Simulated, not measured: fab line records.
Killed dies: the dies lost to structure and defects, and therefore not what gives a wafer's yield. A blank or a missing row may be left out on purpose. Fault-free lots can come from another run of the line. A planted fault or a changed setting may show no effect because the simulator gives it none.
One fault through the eyes of 2 desks ; flow sky130 ; only its own numbers are on each desk; what lay behind them is given at the end

## AT THE METROLOGY DESK
Lot by lot, what the gauges showed, no matter which tool ran the lot: averages of those sampled wafers that carry a number. Any lot whose mean is over 4 standard deviations away from the usual mean is out of limits and marked OUT; that distance is given in the brackets.
Columns: A = DNWELL_TW at SKY_DNWELL_TW_MEAS_09, usual 1115
lot;first seen here;A
L709;day 3 05:21;1102
L710;day 3 11:31;1108
L711;day 3 16:56;1109
L712;day 3 22:44;1125
L713;day 4 01:18;1099
L716;day 4 15:47;1123
L717;day 5 01:39;1121
L719;day 5 11:03;1124
L720;day 5 15:53;1104
L728;day 7 12:12;1122
L730;day 8 03:20;1122
L731;day 8 09:14;1108
L732;day 8 12:16;1115
This desk's finding: nothing out of limits on any of the 13 lots.

## AT THE TOOL OWNER'S DESK: implanter-01
SKY_LDD_N_IMPLANT_10, tool's own readings: per-lot mean of the sampled wafers with a number, covering each lot this tool ran. Any lot whose mean is over 4 standard deviations away from the usual mean is out of limits and marked OUT; that distance is given in the brackets.
Columns: A = rotation_deg at SKY_LDD_N_IMPLANT_10, usual 203.00 degrees
lot;first seen here;A
L711;day 19 07:46;202.99
L716;day 20 15:18;202.99
L717;day 21 13:41;203.02
L719;day 22 00:15;281.87 (+99 or more) OUT
L720;day 22 06:11;281.87 (+99 or more) OUT
L732;day 26 06:09;203.00
Finding of this desk: L719, L720 out of limits; the first was L719 at day 22 00:15, on rotation_deg at SKY_LDD_N_IMPLANT_10. L711, L716, L717, L732 stayed within limits.

## BROUGHT TOGETHER
At day 22 00:15, on L719, L720, the tool owner's desk was in a position to raise an alarm.
Nothing out of limits was seen by the metrology desk.
The metrology desk holds a record of L719, L720, inside its limits.
SKY_LDD_N_IMPLANT_10 was run on implanter-01 by each of the lots named.

## WHAT THE SIMULATOR HAD PUT IN
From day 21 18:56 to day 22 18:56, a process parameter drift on implanter-01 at SKY_LDD_N_IMPLANT_10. From 203, the setting rotation_deg moved by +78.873. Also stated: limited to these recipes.
Lots struck among those shown: L719, L720.
Hours from the fault's start to each desk's first reading out of limits: the tool owner's desk, 5.
